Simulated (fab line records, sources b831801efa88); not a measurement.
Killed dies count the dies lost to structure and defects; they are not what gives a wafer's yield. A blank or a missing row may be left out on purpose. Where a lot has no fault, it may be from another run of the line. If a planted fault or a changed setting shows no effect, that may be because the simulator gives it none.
fab line records | flow sky130
[record] lots = 5 wafers = 15 last_day = 50
route steps=708 shown VIA3@593 METAL4@598 CAP2M@603 PAD_OPEN@708
lots with no fault: from the same line, run without faults
start_h: start of the lot's first displayed wafer, in hours after the record's first day | wait_h: hours since the lot's step before | " same as the row above | L1.1+2: several wafers, shown together as one row | - no value present, or no start provided | * or withheld: withheld | < > ~ a bound
route shown NAME@n: NAME is a module with steps in the file, n the number in the route of the first one | usual: mean/standard deviation of fault-free wafers | same: alike in all rows | chamber/n: place in a boat | sites: each site's reading | _std_site: standard deviation of those values | _edge_site: inner sites' mean taken away from outer sites' mean | radius_mm: how far each site lies from the wafer's centre | mask NAME#n: copy n | behind: tool/chamber where the wafer was last shaped | hold: why the lot was held/for how many hours/how that ended | device: the n, p or np transistor that did not switch | end of line: tests run on the same wafers once the route is complete | step lacking rows: just its recipe | killed: the dies lost at the first sort to structure and to defects; this is not the yield of the wafer | map: a wafer's dies, marking killed ones x, the rest . and places with no die _
set.NAME: the setting as run; set.NAME@STEP: as run at that earlier step | model.NAME: the simulator's own value behind a step, which no gauge read
a table for each step, a row for each wafer; lots at some steps of the route
services: a tool's chamber out of use, with start hour (start_h, from the record's first day; less than 0 if before it), hours out, and reason
[[steps]]
[step SKY_VIA3_SPUTTER_20]
[recipe] material = TiN target_thk_nm = 20 chamber_pressure_pa = 5 power_w = 4000 time_s = 80
[usual] throttle_valve_pct = 30.2/0.69
// columns lot.wafer tool chamber start_h wait_h throttle_valve_pct
L706.2 pvd_sputter-04 - 944.45 0.0 30.7
L706.3 " - " " 29.2
L706.6 " - " " 30.9
L708.1 pvd_sputter-03 - 962.86 0.0 30.1
L708.3 " - " " 30.5
L708.4 " - " " 30.1
L710.1 pvd_sputter-04 - 973.30 0.0 30.8
L710.2 " - " " 29.2
L710.5 " - " " 29.3
L723.1 pvd_sputter-02 - 1087.11 0.0 30.7
L723.2 " - " " 29.3
L723.5 " - " " 29.6
L724.2 pvd_sputter-04 - 1088.49 0.0 30.9
L724.4 " - " " 30.7
L724.5 " - " " 30.6
[step SKY_VIA3_CVD_21]
[recipe] material = W target_thk_nm = 390 time_s = 117.31 temp_c = 400 pressure_torr = 40
[step SKY_VIA3_RS_MEAS_22]
[recipe] thk_meas_gauge = four-point-probe reads = W_of_VIA3_CVD_21+TiN_of_VIA3_SPUTTER_20
[usual] VIA3_W_RS = 0.296/0.0045
// columns lot.wafer tool chamber start_h wait_h VIA3_W_RS[ohm/sq]
L706.2 film_metro-03 - 944.66 0.1 0.298
L706.3 " - " " 0.298
L706.6 " - " " 0.300
L708.1 film_metro-02 - 963.04 0.1 0.301
L708.3 " - " " 0.289
L708.4 " - " " 0.302
L710.1 film_metro-03 - 973.49 0.1 0.301
L710.2 " - " " 0.298
L710.5 " - " " 0.295
L723.1 film_metro-02 - 1087.29 0.1 0.293
L723.2 " - " " 0.294
L723.5 " - " " 0.298
L724.2 film_metro-04 - 1088.70 0.1 0.292
L724.4 " - " " 0.290
L724.5 " - " " 0.291
[step SKY_VIA3_THK_MEAS_23]
[recipe] thk_meas_gauge = xrf reads = W_of_VIA3_CVD_21
[usual] VIA3_W_THK = 383/6.8
// columns lot.wafer tool chamber start_h wait_h VIA3_W_THK[nm]
L706.2 film_metro-03 - 944.77 0.1 380
L706.3 " - " " 381
L706.6 " - " " 381
L708.1 film_metro-02 - 963.16 0.1 381
L708.3 " - " " 395
L708.4 " - " " 377
L710.1 film_metro-03 - 973.61 0.1 373
L710.2 " - " " 378
L710.5 " - " " 379
L723.1 film_metro-02 - 1087.41 0.1 389
L723.2 " - " " 388
L723.5 " - " " 384
L724.2 film_metro-04 - 1088.81 0.1 386
L724.4 " - " " 391
L724.5 " - " " 383
[step SKY_VIA3_CMP_24]
[recipe] stop_on = SiO2 t_overpolish_s = 20 down_force_psi = 3.5 platen_rpm = 60 target_thk_nm = 0 pad_velocity_m_s = 0.94248
[step SKY_METAL4_SPUTTER_00]
[recipe] material = Ti target_thk_nm = 15 power_w = 3000 time_s = 10 chamber_pressure_pa = 0.4
[step SKY_METAL4_SPUTTER_01]
[recipe] material = TiN target_thk_nm = 20 power_w = 6500 time_s = 16.7 chamber_pressure_pa = 0.4
[usual] throttle_valve_pct = 30.4/0.67
// columns lot.wafer tool chamber start_h wait_h throttle_valve_pct
L706.2 pvd_sputter-01 - 945.15 0.0 31.1
L706.3 " - " " 29.2
L706.6 " - " " 30.8
L708.1 pvd_sputter-01 - 963.55 0.0 29.2
L708.3 " - " " 30.6
L708.4 " - " " 31.4
L710.1 pvd_sputter-01 - 973.99 0.0 31.0
L710.2 " - " " 31.0
L710.5 " - " " 31.1
L723.1 pvd_sputter-01 - 1087.94 0.0 30.3
L723.2 " - " " 31.2
L723.5 " - " " 31.3
L724.2 pvd_sputter-01 - 1089.18 0.0 30.4
L724.4 " - " " 29.2
L724.5 " - " " 30.3
[step SKY_METAL4_SPUTTER_02]
[recipe] material = AlCu target_thk_nm = 735 power_w = 10600 time_s = 39.1 chamber_pressure_pa = 0.4
[usual] throttle_valve_pct = 30.4/0.68
// columns lot.wafer tool chamber start_h wait_h throttle_valve_pct
L706.2 pvd_sputter-01 - 945.18 0.0 31.2
L706.3 " - " " 29.3
L706.6 " - " " 30.3
L708.1 pvd_sputter-01 - 963.57 0.0 29.2
L708.3 " - " " 30.7
L708.4 " - " " 31.5
L710.1 pvd_sputter-01 - 974.02 0.0 31.5
L710.2 " - " " 31.1
L710.5 " - " " 30.8
L723.1 pvd_sputter-01 - 1087.97 0.0 30.4
L723.2 " - " " 31.1
L723.5 " - " " 31.1
L724.2 pvd_sputter-01 - 1089.21 0.0 30.7
L724.4 " - " " 29.1
L724.5 " - " " 30.3
[step SKY_METAL4_SPUTTER_03]
[recipe] material = Ti target_thk_nm = 5 power_w = 3000 time_s = 3.3 chamber_pressure_pa = 0.4
[usual] throttle_valve_pct = 30.4/0.66
// columns lot.wafer tool chamber start_h wait_h throttle_valve_pct
L706.2 pvd_sputter-01 - 945.21 0.0 31.0
L706.3 " - " " 29.3
L706.6 " - " " 30.4
L708.1 pvd_sputter-01 - 963.61 0.0 29.4
L708.3 " - " " 30.5
L708.4 " - " " 31.3
L710.1 pvd_sputter-01 - 974.05 0.0 31.2
L710.2 " - " " 31.1
L710.5 " - " " 31.0
L723.1 pvd_sputter-01 - 1088.01 0.0 30.2
L723.2 " - " " 31.2
L723.5 " - " " 31.0
L724.2 pvd_sputter-01 - 1089.24 0.0 30.5
L724.4 " - " " 29.0
L724.5 " - " " 30.1
[step SKY_METAL4_SPUTTER_04]
[recipe] material = TiN target_thk_nm = 70 power_w = 6281 time_s = 58.3 chamber_pressure_pa = 0.4
[step SKY_CAP2M_CVD_00]
[recipe] material = SiO2 target_thk_nm = 15.5 temp_c = 400 time_s = withheld rf_w = 450
[usual] heater_power_w = 646/78
// columns lot.wafer tool chamber start_h wait_h heater_power_w
L706.2 pecvd-03 0 945.28 0.0 570
L706.3 " 2 " " 685
L706.6 " 2 " " 678
L708.1 pecvd-01 2 963.68 0.0 753
L708.3 " 1 " " 664
L708.4 " 0 " " 655
L710.1 pecvd-03 0 974.12 0.0 553
L710.2 " 1 " " 498
L710.5 " 2 " " 577
L723.1 pecvd-01 1 1088.08 0.0 555
L723.2 " 0 " " 608
L723.5 " 1 " " 566
L724.2 pecvd-01 0 1089.31 0.0 686
L724.4 " 0 " " 650
L724.5 " 2 " " 620
[step SKY_CAP2M_THK_MEAS_01]
[recipe] reads = SiO2_of_CAP2M_CVD_00
[usual] CAP2M_CVD_00_THK = 15.67/0.23
// columns lot.wafer tool chamber start_h wait_h CAP2M_CVD_00_THK[nm]
L706.2 film_metro-01 - 945.31 - 15.35
L706.3 " - " " 15.39
L706.6 " - " " 15.62
L708.1 film_metro-01 - 963.70 - 15.73
L708.3 " - " " 15.49
L708.4 " - " " 15.69
L710.1 film_metro-02 - 974.14 - 15.78
L710.2 " - " " 15.76
L710.5 " - " " 15.81
L723.1 film_metro-04 - 1088.10 - 15.89
L723.2 " - " " 15.48
L723.5 " - " " 16.04
L724.2 film_metro-02 - 1089.34 - 15.55
L724.4 " - " " 15.75
L724.5 " - " " 15.99
[step SKY_CAP2M_SPUTTER_02]
[recipe] material = TiN target_thk_nm = 200 temp_c = 300 power_w = 6500 time_s = 166.7 chamber_pressure_pa = 0.4
[usual] throttle_valve_pct = 30.2/0.75
// columns lot.wafer tool chamber start_h wait_h throttle_valve_pct model.TiN_of_CAP2M_SPUTTER_02.thk_nm
L706.2 pvd_sputter-03 - 945.36 0.0 30.2 197.5
L706.3 " - " " 29.8 197
L706.6 " - " " 30.4 199.8
L708.1 pvd_sputter-02 - 963.76 0.1 29.4 201.9
L708.3 " - " " 30.7 200.6
L708.4 " - " " 29.2 200.6
L710.1 pvd_sputter-03 - 974.20 0.1 30.4 194.2
L710.2 " - " " 30.0 196.9
L710.5 " - " " 30.0 194.7
L723.1 pvd_sputter-02 - 1088.16 0.1 31.3 201.1
L723.2 " - " " 30.7 142.2
L723.5 " - " " 31.5 144.3
L724.2 pvd_sputter-03 - 1089.39 0.0 30.4 197.1
L724.4 " - " " 30.2 198.1
L724.5 " - " " 29.9 199.8
[step SKY_CAP2M_RS_MEAS_03]
[recipe] thk_meas_gauge = four-point-probe reads = TiN_of_CAP2M_SPUTTER_02
[usual] CAP2M_TIN_RS = 6.94/0.08
// columns lot.wafer tool chamber start_h wait_h CAP2M_TIN_RS[ohm/sq]
L706.2 film_metro-02 - 945.49 0.1 7.00
L706.3 " - " " 7.00
L706.6 " - " " 6.91
L708.1 film_metro-02 - 963.87 0.1 6.84
L708.3 " - " " 6.88
L708.4 " - " " 6.89
L710.1 film_metro-01 - 974.31 0.1 7.12
L710.2 " - " " 7.02
L710.5 " - " " 7.10
L723.1 film_metro-04 - 1088.27 0.1 6.86
L723.2 " - " " 9.80
L723.5 " - " " 9.66
L724.2 film_metro-04 - 1089.52 0.1 7.01
L724.4 " - " " 6.97
L724.5 " - " " 6.92
[step SKY_CAP2M_THK_MEAS_04]
[recipe] thk_meas_gauge = xrf reads = TiN_of_CAP2M_SPUTTER_02
[usual] CAP2M_TIN_THK = 198.5/2.5
// columns lot.wafer tool chamber start_h wait_h CAP2M_TIN_THK[nm]
L706.2 film_metro-02 - 945.60 0.1 198.2
L706.3 " - " " 198.5
L706.6 " - " " 201.2
L708.1 film_metro-02 - 963.99 0.1 202.4
L708.3 " - " " 201.4
L708.4 " - " " 202.1
L710.1 film_metro-01 - 974.43 0.1 192.6
L710.2 " - " " 194.7
L710.5 " - " " 193.6
L723.1 film_metro-04 - 1088.39 0.1 199.0
L723.2 " - " " 141.0
L723.5 " - " " 142.4
L724.2 film_metro-04 - 1089.63 0.1 195.3
L724.4 " - " " 196.1
L724.5 " - " " 197.6
[step SKY_CAP2M_DEHYDRATE_05]
[recipe] temp_c = 200 time_s = 60
[step SKY_CAP2M_HMDS_06]
[recipe] prime_time_s = 60 prime_temp_c = 120
[step SKY_CAP2M_COAT_07]
[recipe] resist = NOVOLAK spin_rpm = 3000 resist_thk_nm = 1140
[step SKY_CAP2M_SOFTBAKE_08]
[recipe] temp_c = 90 time_s = 60 resist = NOVOLAK
[step SKY_CAP2M_EXPOSE_09]
[recipe] mask_id = CAP2M na = 0.6 source_shape = conventional sigma_outer = 0.6 polarization = unpolarized target_cd_nm = 1000 dose_mj = 159
[step SKY_CAP2M_PEB_10]
[recipe] temp_c = withheld time_s = * resist = NOVOLAK
[step SKY_CAP2M_DEVELOP_11]
[recipe] resist = NOVOLAK developer = TMAH develop_time_s = 60 dev_temp_c = 23
[step SKY_CAP2M_OVL_MEAS_12]
[usual] CAP2M_OVL = -0.8/1.5
// columns lot.wafer tool chamber start_h wait_h CAP2M_OVL[nm]
L706.2 overlay-01 - 970.39 0.1 0.3
L706.3 " - " " 2.2
L706.6 " - " " 0.9
L708.1 overlay-02 - 987.02 0.1 0.1
L708.3 " - " " 0.8
L708.4 " - " " 1.1
L710.1 overlay-02 - 997.57 0.1 0.8
L710.2 " - " " -0.3
L710.5 " - " " 0.6
L723.1 overlay-01 - 1107.21 0.1 -4.1
L723.2 " - " " -1.8
L723.5 " - " " -2.3
L724.2 overlay-01 - 1109.94 0.1 0.1
L724.4 " - " " -1.2
L724.5 " - " " -1.6
[step SKY_CAP2M_METAL_ETCH_13]
[recipe] target_depth_nm = 220 stop_on = SiO2 chemistry = Cl2/BCl3 target = TiN pressure_mtorr = 10 icp_w = 900 bias_w = 48.5 Cl2_flow_sccm = 60 bcl3_flow_sccm = 30 time_s = 62.9
[usual] drypump_motor_current_A = 5.7/0.47 oes_product_au = 0.939/0.0079 throttle_valve_pct = 21.904/0.0095
// columns lot.wafer tool chamber start_h wait_h drypump_motor_current_A oes_product_au rf_hours_counter_h throttle_valve_pct
L706.2 rie_metal-01 0 970.42 0.0 5.7 0.941 8 21.902
L706.3 " 1 " " 5.0 0.932 - 21.915
L706.6 " 0 " " 5.7 0.938 - 21.908
L708.1 rie_metal-01 0 987.06 0.0 5.7 0.948 9 21.887
L708.3 " 1 " " 5.0 0.949 - 21.897
L708.4 " 0 " " 5.7 0.948 - 21.921
L710.1 rie_metal-04 1 997.61 0.0 6.3 0.925 6 21.907
L710.2 " 0 " " 5.8 0.936 16 21.913
L710.5 " 0 " " 5.8 0.922 - 21.897
L723.1 rie_metal-03 1 1107.24 0.0 5.8 0.945 16 21.911
L723.2 " 1 " " 5.8 0.778 - 22.010
L723.5 " 1 " " 5.8 0.779 - 21.997
L724.2 rie_metal-01 1 1109.97 0.0 5.0 0.929 14 21.911
L724.4 " 0 " " 5.7 0.941 - 21.919
L724.5 " 1 " " 5.0 0.935 - 21.903
[step SKY_CAP2M_STRIP_14]
[recipe] chemistry = O2/N2 power_w = 1400 pressure_mtorr = 1500 platen_temp_c = withheld o2_flow_sccm = 3000 n2_flow_sccm = 300 overash_fraction = 0.5
[step SKY_CAP2M_STRIP_15]
[recipe] chemistry = post_etch_residue_remover time_s = 1200 temp_c = 72.5
[step SKY_CAP2M_CLEAN_16]
[recipe] chemistry = IPA time_s = 180 temp_c = 25
[step SKY_CAP2M_CLEAN_17]
[recipe] chemistry = O3/DIW dry = n2_spin
[step SKY_METAL4_DEHYDRATE_05]
[recipe] temp_c = 200 time_s = 60
[step SKY_METAL4_HMDS_06]
[recipe] prime_time_s = 60 prime_temp_c = 120
[step SKY_METAL4_COAT_07]
[recipe] resist = BARC temp_c = withheld time_s = withheld spin_rpm = 3000 resist_thk_nm = 60
[step SKY_METAL4_COAT_08]
[recipe] resist = KrF-thick spin_rpm = 3000 resist_thk_nm = 1158
[step SKY_METAL4_SOFTBAKE_09]
[recipe] temp_c = 100 time_s = 90 resist = KrF-thick
[step SKY_METAL4_EXPOSE_10]
[recipe] mask_id = MM4 na = 0.68 source_shape = annular sigma_inner = 0.4 sigma_outer = 0.8 target_cd_nm = 300 dose_mj = 28
[step SKY_METAL4_PEB_11]
[recipe] peb_temp_c = withheld peb_time_s = withheld resist = KrF-thick
[step SKY_METAL4_DEVELOP_12]
[recipe] develop_time_s = 60 resist = KrF-thick dev_temp_c = 21
[step SKY_METAL4_CD_MEAS_13]
[recipe] target_cd_nm = 300
[usual] cd_nm = 299.8/1.5
// columns lot.wafer tool chamber start_h wait_h cd_nm
L706.2 cd_sem-02 - 994.30 - 300.8
L706.3 " - " " 299.4
L706.6 " - " " 298.3
L708.1 cd_sem-02 - 1011.00 - 298.6
L708.3 " - " " 298.7
L708.4 " - " " 297.8
L710.1 cd_sem-01 - 1020.83 - 297.6
L710.2 " - " " 298.6
L710.5 " - " " 299.4
L723.1 cd_sem-01 - 1126.74 - 298.3
L723.2 " - " " 298.3
L723.5 " - " " 298.3
L724.2 cd_sem-02 - 1129.63 - 303.3
L724.4 " - " " 300.7
L724.5 " - " " 302.1
[step SKY_METAL4_OVL_MEAS_14]
[usual] METAL4_OVL = 2/5.8
// columns lot.wafer tool chamber start_h wait_h METAL4_OVL[nm]
L706.2 overlay-01 - 994.41 0.1 2
L706.3 " - " " 4
L706.6 " - " " -3
L708.1 overlay-02 - 1011.12 0.1 8
L708.3 " - " " 6
L708.4 " - " " 8
L710.1 overlay-02 - 1020.95 0.1 -4
L710.2 " - " " 4
L710.5 " - " " 0
L723.1 overlay-02 - 1126.86 0.1 1
L723.2 " - " " 8
L723.5 " - " " 0
L724.2 overlay-01 - 1129.73 0.1 0
L724.4 " - " " -4
L724.5 " - " " -3
[step SKY_METAL4_DESCUM_15]
[recipe] chemistry = O2 source_power_w = 150 bias_power_w = 0 pressure_mtorr = 10 temp_c = 40 time_s = 8
[step SKY_METAL4_ETCH_16]
[recipe] chemistry = N2/H2 target = BARC ion_energy_ev = 200 bias_w = 100 pressure_mtorr = 30 n2_flow_sccm = 100 h2_flow_sccm = 200 icp_w = 500 stop_on = SiO2 time_s = 88.2 target_depth_a = 600
[step SKY_METAL4_ETCH_17]
[recipe] target = SiO2 stop_on = TiN chemistry = C4F8/O2/Ar source_w = 1500 bias_w = 1200 pressure_mtorr = 40 c4f8_flow_sccm = withheld O2_flow_sccm = 6 Ar_flow_sccm = 300 time_s = 3.9 target_depth_a = 150
[step SKY_METAL4_METAL_ETCH_18]
[recipe] target_depth_a = 8450 stop_on = SiO2 over_etch_frac = 0.3 time_s = 183.1 chemistry = Cl2/BCl3 resist_sidewall_deg = 88 pressure_mtorr = 10 icp_w = 900 bias_w = 48.5 Cl2_flow_sccm = 60 bcl3_flow_sccm = 30
[step SKY_METAL4_STRIP_20]
[recipe] chemistry = post_etch_residue_remover time_s = 1200 temp_c = 72.5
// columns lot.wafer tool chamber start_h wait_h model.TiN_of_CAP2M_SPUTTER_02.thk_nm
L706.2 wet_bench-01 3 994.87 0.1 196.7
L706.3 " 3 " " 196.2
L706.6 " 3 " " 199
L708.1 wet_bench-01 2 1011.59 0.1 201.1
L708.3+4 " 2 " " 199.8
L710.1 wet_bench-02 2 1021.42 0.1 193.3
L710.2 " 2 " " 196
L710.5 " 2 " " 193.9
L723.1 wet_bench-03 2 1127.32 0.1 200.3
L723.2 " 2 " " 141.4
L723.5 " 2 " " 143.5
L724.2 wet_bench-02 0 1130.19 0.1 196.3
L724.4 " 0 " " 197.3
L724.5 " 0 " " 198.9
[step SKY_PAD_OPEN_PROBE_99]
[usual] defect_limited_yield = 82.3/2 killed_at_M0_to_M3 = 43/6.8 killed_at_M4_up = 3.2/1.9 killed_at_contacts = 24/5 killed_at_front_end = 16/4.9 killed_at_other = 0.4/0.76 killed_dies = 87/10 killed_open = 47/7.3 killed_short = 39/6.2 sort_bin_3_pad_short = 0.9/0.4 sort_bin_5_function = 10.5/1.5 sort_bin_6_memory = 6.4/1.2 sort_n_pass = 405/10 sort_yield_pct = 82.3/2
[same] gross_dies = 492 killed_at_back_side = 0 sort_bin_4_leakage[%] = 0 sort_bin_8_speed[%] = 0
// columns lot.wafer tool chamber start_h wait_h defect_limited_yield[%] killed_at_M0_to_M3 killed_at_M4_up killed_at_contacts killed_at_front_end killed_at_other killed_dies killed_open killed_short sort_bin_3_pad_short[%] sort_bin_5_function[%] sort_bin_6_memory[%] sort_n_pass sort_yield_pct[%] model.etest.cap_mim2.plate_ohm_sq model.etest.cap_mim2.bv_v model.etest.cap_mim2.leak_log10_a_cm2
L706.2 prober-01 - 1087.66 0.1 84.1 39 3 28 7 1 78 40 37 0.6 11.0 4.3 414 84.1 6.073 14.24 -8.853
L706.3 prober-01 - 1087.71 0.2 83.9 43 5 18 12 1 79 34 43 1.2 10.4 4.5 413 83.9 6.1 13.63 -8.83
L706.6 prober-01 - 1087.86 0.2 82.1 44 3 27 14 0 88 46 40 1.2 10.4 6.3 404 82.1 6.004 13.84 -9.104
L708.1 prober-01 - 1102.50 0.1 83.5 38 2 24 17 0 81 49 32 0.6 11.2 4.7 411 83.5 5.965 13.84 -8.972
L708.3 prober-01 - 1102.60 0.2 79.5 48 4 26 23 0 101 59 42 0.6 13.0 6.9 391 79.5 5.978 14.03 -8.958
L708.4 prober-01 - 1102.65 0.2 79.5 50 5 22 24 0 101 57 42 1.0 12.0 7.5 391 79.5 5.988 14.26 -9.03
L710.1 prober-01 - 1110.86 0.1 79.9 43 6 25 25 0 99 52 47 0.8 11.6 7.7 393 79.9 6.178 13.8 -8.801
L710.2 prober-01 - 1110.91 0.1 82.5 36 2 37 11 0 86 49 37 0.8 10.0 6.7 406 82.5 6.022 14.62 -8.968
L710.5 prober-01 - 1111.06 0.2 81.1 43 4 31 14 1 93 49 44 1.8 11.2 5.9 399 81.1 6.169 14.21 -8.993
L723.1 prober-01 - 1200.96 0.1 78.5 59 5 26 16 0 106 57 49 1.2 14.4 5.9 386 78.5 5.955 14.49 -9.127
L723.2 prober-01 - 1201.01 0.1 86.4 41 3 12 11 0 67 37 30 0.4 9.1 4.1 425 86.4 8.367 12.72 -8.173
L723.5 prober-01 - 1201.16 0.2 82.3 45 4 15 23 0 87 45 42 0.6 9.8 7.3 405 82.3 8.373 12.63 -8.402
L724.2 prober-01 - 1203.74 0.1 83.9 40 8 17 13 1 79 40 39 1.4 8.7 5.9 413 83.9 6.099 14.35 -8.959
L724.4 prober-01 - 1203.84 0.2 81.9 43 7 28 11 0 89 52 37 0.4 9.3 8.3 403 81.9 6.087 14.35 -9.045
L724.5 prober-01 - 1203.89 0.2 82.7 40 6 23 16 0 85 50 35 0.8 10.2 6.3 407 82.7 6.013 14.93 -9.206
// killed by level:class
L706.2 VIA1:geometric_particle:open=11 LI_CONTACT:geometric_particle:open=9 METAL1:geometric_particle:short=8 LI_CONTACT:geometric_particle:short=6 CONTACT:geometric_particle:short=5 VIA2:geometric_particle:open=5 VIA3:geometric_particle:open=4 POLY_GATE:geometric_particle:open=3
L706.3 VIA1:geometric_particle:open=10 METAL1:geometric_particle:short=7 FIELD_ISO:geometric_particle:open=6 CONTACT:geometric_particle:short=6 VIA1:geometric_particle:short=6 VIA2:geometric_particle:open=5 VIA3:geometric_particle:open=4 LI_CONTACT:geometric_particle:open=4
L706.6 VIA1:geometric_particle:open=12 LI_CONTACT:geometric_particle:open=9 LOCAL_INTERCONNECT:geometric_particle:short=6 CONTACT:geometric_particle:open=5 METAL1:geometric_particle:open=5 VIA2:geometric_particle:short=5 VIA1:geometric_particle:short=4 LI_CONTACT:geometric_particle:short=4
L708.1 VIA1:geometric_particle:open=10 LI_CONTACT:geometric_particle:open=10 VIA3:geometric_particle:open=9 CONTACT:geometric_particle:open=7 VIA1:geometric_particle:short=6 POLY_GATE:geometric_particle:open=5 FIELD_ISO:geometric_particle:short=4 CONTACT:geometric_particle:short=4
L708.3 VIA1:geometric_particle:open=18 CONTACT:geometric_particle:open=10 VIA2:geometric_particle:open=7 FIELD_ISO:geometric_particle:open=6 POLY_GATE:geometric_particle:short=5 LI_CONTACT:geometric_particle:open=5 CONTACT:geometric_particle:short=5 METAL3:geometric_particle:short=5
L708.4 VIA1:geometric_particle:open=13 FIELD_ISO:geometric_particle:short=9 FIELD_ISO:geometric_particle:open=8 CONTACT:geometric_particle:open=8 VIA2:geometric_particle:open=8 VIA3:geometric_particle:open=6 LI_CONTACT:geometric_particle:open=5 LOCAL_INTERCONNECT:geometric_particle:short=4
L710.1 LI_CONTACT:geometric_particle:open=11 VIA1:geometric_particle:short=9 VIA1:geometric_particle:open=8 CONTACT:geometric_particle:open=7 POLY_GATE:geometric_particle:short=6 FIELD_ISO:geometric_particle:open=5 METAL1:geometric_particle:short=5 METAL4:geometric_particle:short=5
L710.2 LI_CONTACT:geometric_particle:open=15 CONTACT:geometric_particle:open=10 VIA1:geometric_particle:open=9 METAL2:geometric_particle:short=8 LOCAL_INTERCONNECT:geometric_particle:short=6 CONTACT:geometric_particle:short=4 POLY_GATE:geometric_particle:short=4 VIA2:geometric_particle:open=4
L710.5 VIA1:geometric_particle:open=12 LI_CONTACT:geometric_particle:open=10 LOCAL_INTERCONNECT:geometric_particle:short=7 METAL2:geometric_particle:short=7 VIA2:geometric_particle:open=6 CONTACT:geometric_particle:short=5 CONTACT:geometric_particle:open=5 VIA1:geometric_particle:short=5
L723.1 VIA1:geometric_particle:open=15 VIA3:geometric_particle:open=10 LI_CONTACT:geometric_particle:open=9 CONTACT:geometric_particle:short=9 VIA3:geometric_particle:short=8 METAL2:geometric_particle:short=7 VIA2:geometric_particle:open=6 POLY_GATE:geometric_particle:short=5
L723.2 VIA1:geometric_particle:open=13 METAL1:geometric_particle:short=11 VIA2:geometric_particle:open=6 FIELD_ISO:geometric_particle:open=4 LI_CONTACT:geometric_particle:open=4 METAL3:geometric_particle:short=4 CONTACT:geometric_particle:open=3 VIA3:geometric_particle:short=3
L723.5 VIA1:geometric_particle:open=7 POLY_GATE:geometric_particle:short=5 CONTACT:geometric_particle:open=5 LI_CONTACT:geometric_particle:open=5 VIA2:geometric_particle:open=5 METAL1:geometric_particle:short=5 VIA1:geometric_particle:short=5 VIA3:geometric_particle:open=5
L724.2 VIA3:geometric_particle:open=7 VIA2:geometric_particle:open=7 METAL4:geometric_particle:short=7 FIELD_ISO:geometric_particle:open=5 METAL2:geometric_particle:short=5 CONTACT:geometric_particle:open=5 VIA1:geometric_particle:open=5 LOCAL_INTERCONNECT:geometric_particle:short=4
L724.4 VIA3:geometric_particle:open=12 VIA1:geometric_particle:open=9 CONTACT:geometric_particle:open=8 LOCAL_INTERCONNECT:geometric_particle:short=7 METAL1:geometric_particle:short=7 LI_CONTACT:geometric_particle:open=6 FIELD_ISO:geometric_particle:open=4 CONTACT:geometric_particle:short=4
L724.5 VIA3:geometric_particle:open=11 CONTACT:geometric_particle:open=10 POLY_GATE:geometric_particle:open=7 CONTACT:geometric_particle:short=6 VIA1:geometric_particle:open=6 METAL2:geometric_particle:short=6 FIELD_ISO:geometric_particle:short=4 LI_CONTACT:geometric_particle:open=4
[[services]]
// columns tool chamber start_h hours kind
wet_bench-01 - 933.53 3.2 repair
pecvd-01 2 951.48 10.9 repair
pvd_sputter-01 - 953.83 4.6 repair
wet_bench-03 - 962.30 1.9 pm
pecvd-01 - 978.98 2.8 pm
pvd_sputter-04 - 988.84 52.3 repair
pvd_sputter-01 1 993.20 - consumable_replace:kit
pvd_sputter-01 1 993.20 18.0 scheduled_down
wet_bench-02 - 995.87 1.1 repair
wet_bench-01 - 1016.31 1.9 pm
rie_metal-03 - 1023.00 19.2 repair
pecvd-03 - 1027.98 0.6 repair
rie_metal-04 0 1043.23 22.2 repair
pecvd-01 - 1044.72 16.2 repair
wet_bench-01 - 1050.46 6.2 repair
rie_metal-03 - 1050.76 0.2 repair
pecvd-01 - 1062.89 14.6 pm
pvd_sputter-01 - 1067.36 2.2 repair
rie_metal-03 - 1067.54 0.6 repair
rie_metal-01 - 1093.02 2.8 pm
pvd_sputter-04 - 1108.19 9.8 repair
pecvd-03 - 1118.80 6.0 pm
pvd_sputter-02 - 1124.34 0.6 repair
pecvd-03 - 1127.21 0.8 repair
[[key]]
[first_sign] step = SKY_CAP2M_RS_MEAS_03 reading = CAP2M_TIN_RS direction = up sigmas = 35 usual = 6.94 struck = 9.73
[effect] step = SKY_CAP2M_THK_MEAS_04 reading = CAP2M_TIN_THK direction = down sigmas = 23 usual = 198.5 struck = 141.7
[effect] step = SKY_CAP2M_METAL_ETCH_13 reading = oes_product_au direction = down sigmas = 20 usual = 0.939 struck = 0.779
[model_effect] step = SKY_CAP2M_SPUTTER_02 value = TiN_of_CAP2M_SPUTTER_02.thk_nm without = 200.7 struck = 143.3
[model_effect] step = SKY_METAL4_STRIP_20 value = TiN_of_CAP2M_SPUTTER_02.thk_nm without = 199.9 struck = 142.4
[model_effect] step = SKY_PAD_OPEN_PROBE_99 value = etest.cap_mim2.plate_ohm_sq without = 5.974 struck = 8.37
met_at SKY_CAP2M_SPUTTER_02
struck_wafers L723.2,L723.5
onset_between 963.76 1088.16
[fault] kind = process_parameter_drift tool = pvd_sputter-02 chamber = - onset_h = 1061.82 steps = SKY_CAP2M_SPUTTER_02 channel = time_s offset = * shape = step end_h = 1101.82 scope = struck_wafers_only acts_in = * stated = *
